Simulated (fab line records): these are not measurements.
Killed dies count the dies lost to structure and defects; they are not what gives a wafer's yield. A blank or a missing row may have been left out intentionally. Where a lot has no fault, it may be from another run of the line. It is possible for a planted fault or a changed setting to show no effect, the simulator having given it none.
8D (eight disciplines) problem report, filled in by code :: flow sky130 :: the parts of the form that need people (team, actions taken, sign-off) are left out

== 1. THE ISSUE ==
Wafers without a fault read 50.001, standard deviation 0.014; beam_energy_keV at SKY_LDD_N_IMPLANT_14 reads a mean of 48.076 on 9 wafers belonging to 3 lots. So: -99 or more standard deviations from the usual mean.
First observed at day 21 06:50: wafer L112.2, on implanter-03. The record has a number at this step for 36 wafers belonging to 12 lots. Rule for "out", or "out of limits": more than 4 standard deviations from the usual mean. The other wafers with a number count as sound.

== 2. WHAT IT IS; WHAT IT IS NOT ==
question: which readings at this step
is: beam_energy_keV
is not: -

question: which lots
is: L112, L113, L114
is not: L103, L104, L106, L109, L119, L120, L124, L125, L126

question: which wafers of those lots
is: all that have a number
is not: -

question: read on which tools
is: implanter-03
is not: implanter-01, implanter-04

question: when
is: from day 21 06:50
is not: up to then (12 sound wafers); but 15 sound wafers of L119, L120, L124, L125, L126 came after

== 3. THE SUSPECTS, EACH WITH WHAT RULES IT OUT ==
Counting: a tool stays on the suspect list if, at a process step up to the reading, it processed all lots that are out and no sound lot following the first of them.
- implanter-03 at SKY_LDD_N_IMPLANT_14: ruled out as a lasting fault. The sound lots L119, L124, L125 went through it after L112, its earliest lot that is out (day 21 06:50).
Left after counting: nothing in the record.

== 4. THE CAUSE (what the simulator had put in) ==
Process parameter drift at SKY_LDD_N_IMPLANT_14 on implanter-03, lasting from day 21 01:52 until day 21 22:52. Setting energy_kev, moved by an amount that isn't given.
Counting ruled it out, wrongly.

== 5. THE EFFECT CHAIN, in route order ==
Each row: a reading whose mean over the struck wafers that have a number lies more than 3 standard deviations from the usual. Readings are gone through only where the record gives a usual standard deviation; hours: the median, over the lots, of the time from a lot's start at the first step in this table giving one to that lot's start at this step; sigmas: the change measured in usual standard deviations.
hours: 0
step: SKY_LDD_N_IMPLANT_14
reading: beam_energy_keV
usual: 50.001
on struck wafers: 48.076
change: -1.925
sigmas: -99 or more
Its process steps:
- SKY_LDD_N_IMPLANT_14

== 6. WHAT WOULD HAVE CAUGHT IT SOONER ==
The fault began at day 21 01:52; the first out-of-limits reading in this record came at day 21 06:50, 5 hours later.
